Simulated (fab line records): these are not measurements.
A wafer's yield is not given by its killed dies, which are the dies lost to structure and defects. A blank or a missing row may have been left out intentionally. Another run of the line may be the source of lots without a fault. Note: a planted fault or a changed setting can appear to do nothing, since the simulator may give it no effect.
Which of the tools did it?	flow gf180mcu	72 wafers from 24 lots sampled at 6 of the route's 602 steps

== WHAT EACH GAUGE READ, for each wafer ==
GF_TOP_METAL_CD_MEAS_14: target cd 440 nm.
lot	measured	on	cd-nm (nm)
L074	day 28 04:10	cd-sem-01	438.2 437.6 437.7
L075	day 28 10:14	cd-sem-01	438.7 437.8 440.6
L076	day 28 16:40	cd-sem-02	443.9 443.4 441.2
L078	day 29 10:32	cd-sem-02	438.2 439.9 441.5
L077	day 29 13:14	cd-sem-02	439.3 437.6 437.2
L079	day 29 22:05	cd-sem-02	447.6 443.2 445.2
L080	day 30 05:04	cd-sem-01	442.1 442.6 442.5
L081	day 30 12:11	cd-sem-02	444.3 444.3 443.4
L082	day 30 14:22	cd-sem-01	437.4 437.2 439.1
L083	day 30 23:27	cd-sem-02	443.0 444.3 442.9
L084	day 31 08:34	cd-sem-01	442.9 443.7 444.1
L085	day 31 14:58	cd-sem-02	439.7 439.9 439.4
L086	day 31 20:01	cd-sem-01	440.5 440.7 441.1
L087	day 31 23:50	cd-sem-01	440.7 440.5 442.5
L088	day 32 07:56	cd-sem-02	433.6 438.0 436.9
L089	day 32 14:58	cd-sem-01	443.4 439.7 444.5
L090	day 32 18:35	cd-sem-01	438.2 439.0 440.3
L091	day 32 22:26	cd-sem-02	437.9 437.3 436.7
L092	day 33 03:56	cd-sem-02	440.2 441.8 439.2
L093	day 33 11:44	cd-sem-01	439.5 442.1 441.4
L094	day 33 17:13	cd-sem-01	444.0 441.5 442.3
L095	day 33 22:12	cd-sem-02	444.5 441.9 443.9
L096	day 34 01:47	cd-sem-02	442.6 440.3 441.8
L097	day 34 06:02	cd-sem-02	439.3 438.8 439.4

== EACH LOT AND THE TOOL THAT RAN IT (in order: tool; ch and the chambers of the sampled wafers; start) ==
lot	GF_M3_SPUTTER_00	GF_M4_STRIP_17	GF_V4_SPUTTER_22	GF_MIM_SPUTTER_07	GF_TOP_METAL_SPUTTER_04
L074	pvd-sputter-02, day 20 10:01	plasma-asher-01 ch 0,1, day 23 12:07	pvd-sputter-01, day 24 12:20	pvd-sputter-03, day 24 13:17	pvd-sputter-01, day 27 08:25
L075	pvd-sputter-03, day 20 17:34	plasma-asher-04 ch 0,1, day 23 19:45	pvd-sputter-01, day 24 19:19	pvd-sputter-02, day 24 20:16	pvd-sputter-01, day 27 13:58
L076	pvd-sputter-02, day 21 02:35	plasma-asher-04 ch 0, day 24 03:01	pvd-sputter-02, day 25 02:54	pvd-sputter-04, day 25 03:51	pvd-sputter-01, day 27 21:22
L078	pvd-sputter-04, day 22 01:49	plasma-asher-01 ch 0,1, day 25 00:01	pvd-sputter-02, day 25 23:05	pvd-sputter-02, day 26 00:02	pvd-sputter-03, day 28 16:16
L077	pvd-sputter-02, day 22 02:10	plasma-asher-04 ch 0,1, day 25 01:13	pvd-sputter-01, day 26 00:41	pvd-sputter-03, day 26 01:37	pvd-sputter-04, day 28 18:01
L079	pvd-sputter-04, day 22 14:34	plasma-asher-02 ch 0,1, day 25 11:40	pvd-sputter-02, day 26 10:42	pvd-sputter-04, day 26 11:39	pvd-sputter-01, day 29 03:05
L080	pvd-sputter-04, day 22 23:24	plasma-asher-01 ch 0,1, day 25 20:27	pvd-sputter-03, day 26 18:55	pvd-sputter-03, day 26 19:52	pvd-sputter-03, day 29 10:34
L081	pvd-sputter-04, day 23 06:09	plasma-asher-04 ch 0,1, day 26 03:34	pvd-sputter-03, day 27 02:44	pvd-sputter-04, day 27 03:41	pvd-sputter-04, day 29 17:38
L082	pvd-sputter-04, day 23 09:54	plasma-asher-01 ch 0,1, day 26 06:48	pvd-sputter-02, day 27 05:12	pvd-sputter-04, day 27 06:09	pvd-sputter-01, day 29 19:43
L083	pvd-sputter-02, day 23 22:28	plasma-asher-02 ch 0,1, day 26 17:22	pvd-sputter-03, day 27 16:22	pvd-sputter-03, day 27 17:19	pvd-sputter-04, day 30 05:21
L084	pvd-sputter-03, day 24 08:12	plasma-asher-01 ch 0,1, day 27 03:09	pvd-sputter-02, day 28 00:56	pvd-sputter-03, day 28 01:56	pvd-sputter-04, day 30 14:13
L085	pvd-sputter-02, day 24 16:08	plasma-asher-04 ch 0,1, day 27 10:58	pvd-sputter-02, day 28 08:13	pvd-sputter-03, day 28 09:16	pvd-sputter-01, day 30 21:25
L086	pvd-sputter-02, day 24 23:00	plasma-asher-02 ch 0,1, day 27 16:06	pvd-sputter-02, day 28 13:27	pvd-sputter-04, day 28 14:23	pvd-sputter-04, day 31 02:52
L087	pvd-sputter-04, day 25 02:50	plasma-asher-02 ch 0,1, day 27 20:24	pvd-sputter-02, day 28 18:13	pvd-sputter-04, day 28 19:10	pvd-sputter-01, day 31 06:36
L088	pvd-sputter-04, day 25 11:31	plasma-asher-04 ch 0,1, day 28 05:37	pvd-sputter-03, day 29 03:10	pvd-sputter-03, day 29 04:07	pvd-sputter-04, day 31 14:53
L089	pvd-sputter-04, day 25 22:01	plasma-asher-02 ch 0,1, day 28 14:21	pvd-sputter-01, day 29 11:07	pvd-sputter-04, day 29 12:04	pvd-sputter-04, day 31 22:14
L090	pvd-sputter-02, day 26 01:40	plasma-asher-04 ch 0,1, day 28 18:40	pvd-sputter-02, day 29 16:22	pvd-sputter-02, day 29 17:19	pvd-sputter-01, day 32 02:13
L091	pvd-sputter-03, day 26 07:37	plasma-asher-01 ch 0,1, day 28 22:49	pvd-sputter-03, day 29 20:12	pvd-sputter-04, day 29 21:08	pvd-sputter-03, day 32 05:53
L092	pvd-sputter-04, day 26 14:30	plasma-asher-04 ch 0,1, day 29 06:19	pvd-sputter-02, day 30 02:48	pvd-sputter-02, day 30 03:44	pvd-sputter-03, day 32 12:04
L093	pvd-sputter-02, day 27 02:56	plasma-asher-02 ch 0,1, day 29 15:52	pvd-sputter-01, day 30 12:18	pvd-sputter-02, day 30 13:15	pvd-sputter-01, day 32 20:37
L094	pvd-sputter-04, day 27 07:11	plasma-asher-01 ch 0,1, day 29 20:39	pvd-sputter-01, day 30 17:46	pvd-sputter-02, day 30 18:42	pvd-sputter-01, day 33 01:40
L095	pvd-sputter-03, day 27 13:29	plasma-asher-04 ch 0,1, day 30 03:12	pvd-sputter-02, day 30 23:02	pvd-sputter-02, day 30 23:59	pvd-sputter-03, day 33 06:32
L096	pvd-sputter-03, day 27 19:33	plasma-asher-02 ch 0,1, day 30 07:43	pvd-sputter-01, day 31 03:58	pvd-sputter-04, day 31 04:55	pvd-sputter-01, day 33 10:27
L097	pvd-sputter-04, day 28 01:29	plasma-asher-04 ch 0,1, day 30 13:52	pvd-sputter-03, day 31 09:47	pvd-sputter-03, day 31 10:43	pvd-sputter-01, day 33 15:04
- GF_M3_SPUTTER_00: material Ti, target thk 37.5 nm, time 150 s.
- GF_M4_STRIP_17: strips in O2/N2.
- GF_V4_SPUTTER_22: material TiN, target thk 10 nm, time 40 s.
- GF_MIM_SPUTTER_07: material TiN, target thk 60 nm, time 50 s.
- GF_TOP_METAL_SPUTTER_04: material TiN, target thk 25 nm, time 20.8 s.

== WHAT THE TOOLS THEMSELVES READ (means of the sampled wafers that have a number; where no wafer has one, the mark that the record gives instead) ==
GF_M3_SPUTTER_00.
lot	tool	chamber-pressure-pa (Pa)	throttle-valve-pct (%)
L074	pvd-sputter-02	1.998	31.1
L075	pvd-sputter-03	2.002	30.0
L076	pvd-sputter-02	1.997	31.3
L078	pvd-sputter-04	2.000	30.4
L077	pvd-sputter-02	1.998	31.0
L079	pvd-sputter-04	1.996	29.7
L080	pvd-sputter-04	2.001	28.4
L081	pvd-sputter-04	1.997	30.3
L082	pvd-sputter-04	1.999	29.6
L083	pvd-sputter-02	1.998	30.5
L084	pvd-sputter-03	2.000	30.2
L085	pvd-sputter-02	2.001	31.1
L086	pvd-sputter-02	2.001	31.1
L087	pvd-sputter-04	2.002	28.3
L088	pvd-sputter-04	2.001	30.2
L089	pvd-sputter-04	1.996	29.1
L090	pvd-sputter-02	1.997	31.2
L091	pvd-sputter-03	2.006	30.4
L092	pvd-sputter-04	2.003	29.7
L093	pvd-sputter-02	1.997	30.7
L094	pvd-sputter-04	2.001	29.2
L095	pvd-sputter-03	1.999	30.5
L096	pvd-sputter-03	1.998	29.9
L097	pvd-sputter-04	2.004	28.5

GF_M4_STRIP_17.
lot	tool	drypump-motor-current-A (A)	heater-power-w (W)	oes-product-au (a.u.)	strip-time-to-endpoint-s (s)
L074	plasma-asher-01	5.9	372	0.551	7.78
L075	plasma-asher-04	5.4	331	0.553	7.84
L076	plasma-asher-04	6.3	326	0.560	7.88
L078	plasma-asher-01	6.0	346	0.557	7.85
L077	plasma-asher-04	5.9	325	0.556	7.85
L079	plasma-asher-02	5.9	289	0.554	7.88
L080	plasma-asher-01	6.0	339	0.562	7.89
L081	plasma-asher-04	5.9	326	0.555	7.84
L082	plasma-asher-01	5.9	373	0.554	7.81
L083	plasma-asher-02	5.9	287	0.554	7.83
L084	plasma-asher-01	5.9	344	0.552	7.78
L085	plasma-asher-04	5.4	328	0.556	7.80
L086	plasma-asher-02	5.7	289	0.546	7.76
L087	plasma-asher-02	5.9	284	0.552	7.86
L088	plasma-asher-04	5.5	331	0.560	7.93
L089	plasma-asher-02	5.7	295	0.556	7.82
L090	plasma-asher-04	5.9	330	0.553	7.81
L091	plasma-asher-01	6.0	343	0.560	7.92
L092	plasma-asher-04	5.9	332	0.553	7.84
L093	plasma-asher-02	5.9	276	0.561	7.92
L094	plasma-asher-01	5.9	379	0.558	7.93
L095	plasma-asher-04	5.9	330	0.556	7.82
L096	plasma-asher-02	5.9	285	0.560	7.94
L097	plasma-asher-04	5.4	329	0.562	7.93

GF_V4_SPUTTER_22.
lot	tool	chamber-pressure-pa (Pa)	throttle-valve-pct (%)
L074	pvd-sputter-01	5.005	29.7
L075	pvd-sputter-01	4.997	30.1
L076	pvd-sputter-02	4.986	31.0
L078	pvd-sputter-02	4.992	30.4
L077	pvd-sputter-01	5.000	28.6
L079	pvd-sputter-02	4.991	30.4
L080	pvd-sputter-03	5.000	30.2
L081	pvd-sputter-03	4.995	30.7
L082	pvd-sputter-02	4.991	30.3
L083	pvd-sputter-03	5.020	29.9
L084	pvd-sputter-02	5.003	31.7
L085	pvd-sputter-02	5.009	30.6
L086	pvd-sputter-02	5.001	30.8
L087	pvd-sputter-02	4.993	30.6
L088	pvd-sputter-03	5.001	30.2
L089	pvd-sputter-01	4.988	30.1
L090	pvd-sputter-02	5.008	30.4
L091	pvd-sputter-03	5.012	30.7
L092	pvd-sputter-02	4.995	30.6
L093	pvd-sputter-01	4.994	30.0
L094	pvd-sputter-01	5.010	28.8
L095	pvd-sputter-02	4.995	31.1
L096	pvd-sputter-01	5.002	29.5
L097	pvd-sputter-03	5.002	30.6

GF_MIM_SPUTTER_07.
lot	tool	chamber-pressure-pa (Pa)	throttle-valve-pct (%)
L074	pvd-sputter-03	0.4002	30.5
L075	pvd-sputter-02	0.3997	31.0
L076	pvd-sputter-04	0.4002	30.7
L078	pvd-sputter-02	0.4003	30.4
L077	pvd-sputter-03	0.3995	29.8
L079	pvd-sputter-04	0.4003	29.5
L080	pvd-sputter-03	0.3999	30.6
L081	pvd-sputter-04	0.3998	29.4
L082	pvd-sputter-04	0.4006	29.5
L083	pvd-sputter-03	0.3997	30.6
L084	pvd-sputter-03	0.4007	29.4
L085	pvd-sputter-03	0.3995	30.1
L086	pvd-sputter-04	0.4001	29.8
L087	pvd-sputter-04	0.4001	29.5
L088	pvd-sputter-03	0.4005	30.4
L089	pvd-sputter-04	0.3995	29.5
L090	pvd-sputter-02	0.3997	30.5
L091	pvd-sputter-04	0.3996	29.3
L092	pvd-sputter-02	0.3997	29.8
L093	pvd-sputter-02	0.3999	31.1
L094	pvd-sputter-02	0.4005	31.2
L095	pvd-sputter-02	0.3990	30.6
L096	pvd-sputter-04	0.3989	30.3
L097	pvd-sputter-03	0.3998	29.8

GF_TOP_METAL_SPUTTER_04.
lot	tool	chamber-pressure-pa (Pa)	throttle-valve-pct (%)
L074	pvd-sputter-01	0.3994	30.0
L075	pvd-sputter-01	0.4001	29.6
L076	pvd-sputter-01	0.4001	29.4
L078	pvd-sputter-03	0.3991	29.2
L077	pvd-sputter-04	0.3992	30.6
L079	pvd-sputter-01	0.3996	29.1
L080	pvd-sputter-03	0.4005	30.5
L081	pvd-sputter-04	0.4007	28.3
L082	pvd-sputter-01	0.3998	29.9
L083	pvd-sputter-04	0.3991	28.1
L084	pvd-sputter-04	0.3996	29.2
L085	pvd-sputter-01	0.4009	30.5
L086	pvd-sputter-04	0.4004	29.2
L087	pvd-sputter-01	0.3995	28.8
L088	pvd-sputter-04	0.4001	30.2
L089	pvd-sputter-04	0.3997	29.4
L090	pvd-sputter-01	0.3999	29.2
L091	pvd-sputter-03	0.4002	30.0
L092	pvd-sputter-03	0.4006	30.0
L093	pvd-sputter-01	0.3997	29.3
L094	pvd-sputter-01	0.4000	29.7
L095	pvd-sputter-03	0.4005	29.9
L096	pvd-sputter-01	0.4001	30.0
L097	pvd-sputter-01	0.3992	30.0

== THE ANSWER, worked out from the rows above alone ==
Rule: usual is defined by the lots themselves. The widest of any qualifying gaps counts: lots, ordered by their means at a reading, are off when they make up no more than a third of the lots, leave a main group of 4 or more, and stand apart from it by 3 or more times the standard deviation of that group's means. Not used: any main group whose means are identical at the precision the tables above print for the reading. A lot without any number at a reading at which 4 lots or more have one is off too. Where the step has rows for the other lots, those lots are counted as sound. Order of review: gauges by route order, followed by the tools' own readings, for which a lot's mean as printed above is used. The first step at which some lot is off is used, and at that step the reading that is off furthest; a lot without a number counts as furthest.
Nothing can be told from this: no lot is off at any reading shown.

== WHAT THE SIMULATOR HAD PUT IN ==
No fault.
